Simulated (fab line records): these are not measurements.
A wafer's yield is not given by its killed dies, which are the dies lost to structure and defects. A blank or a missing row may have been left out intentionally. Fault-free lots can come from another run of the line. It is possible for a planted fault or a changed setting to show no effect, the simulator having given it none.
Comparing a struck lot with a sound one	flow sky130	15 out of 708 route steps
Sound: the wafers L537.2, L537.3, L537.5. Struck: wafers L549.3, L549.4, L549.6. At the end, the cause is stated.
Order at every step that has rows: each side's tool, ch and its chambers, its first start. Under that, the readings that differ: sound wafers	struck wafers	difference of the means	sigmas: that difference in standard deviations of wafers without a fault.
alike: readings whose means differ by less than 2 such deviations, and words and numbers that are the same on both sides. not compared: withheld readings, readings that some wafer has no value for, bounds like >300 that may hide the same value, and numbers for which the record gives no deviation and whose values overlap.
Wherever a step has rows on one side only, a row that says differs or no value, or a row with sigmas, the two part there. Non-overlapping numbers with no deviation appear without sigmas and do not part them. A reading that every wafer of one side lacks parts them only if that side has two wafers or more.

first, 4 steps without rows for these wafers: SKY_SONOS_TUNNEL_SOFTBAKE_03 (time 60 s); SKY_SONOS_TUNNEL_EXPOSE_04 (exposes mask TUNM, target cd 410 nm); SKY_SONOS_TUNNEL_PEB_05; SKY_SONOS_TUNNEL_DEVELOP_06 (develop time 60 s).
SKY_SONOS_TUNNEL_CD_MEAS_07 targets a cd of 410 nm.
  sound on cd_sem-01, day 15 05:05; struck on cd_sem-01, day 18 20:25
  alike: cd_nm
SKY_SONOS_TUNNEL_OVL_MEAS_08:
  sound on overlay-01, day 15 05:12; struck on overlay-02, day 18 20:31
  alike: SONOS_TUNNEL_OVL
then, 3 steps without rows for these wafers: SKY_SONOS_TUNNEL_IMPLANT_09; SKY_SONOS_TUNNEL_WET_ETCH_10 (etches SiO2 in dHF, target depth 14 nm, time 280 s); SKY_SONOS_TUNNEL_STRIP_11 (strips in SPM, time 600 s).
SKY_SONOS_TUNNEL_TW_MEAS_12:
  sound on film_metro-04, day 15 05:41; struck on film_metro-04, day 18 20:58
  alike: SONOS_TUNNEL_TW
then, 2 steps without rows for these wafers: SKY_SONOS_TUNNEL_CLEAN_13 (cleans in dHF, time 20 s); SKY_SONOS_ONO_OXIDATION_00 (stabilise 600 s, purge 300 s, target thk 2.6 nm).
SKY_SONOS_ONO_THK_MEAS_01:
  sound on film_metro-03, day 15 08:50; struck on film_metro-02, day 18 23:17
reading	sound	struck	difference	sigmas
SONOS_ONO_OXIDATION_THK (nm)	2.48 2.44 2.47	3.43 3.48 3.40	+0.97	+15
then, 1 step without rows for these wafers: SKY_SONOS_ONO_CVD_02 (deposits Si3N4 from DCS/NH3, target thk 10.5 nm, time 180 s).
SKY_PAD_OPEN_PROBE_99:
  the record holds rows for the sound wafers here (prober-01, day 49 04:16) but none for the struck ones

WHERE THEY PART
At SKY_SONOS_ONO_THK_MEAS_01 first; at SKY_PAD_OPEN_PROBE_99 last (within this record only).

WHY: the cause the simulator had injected
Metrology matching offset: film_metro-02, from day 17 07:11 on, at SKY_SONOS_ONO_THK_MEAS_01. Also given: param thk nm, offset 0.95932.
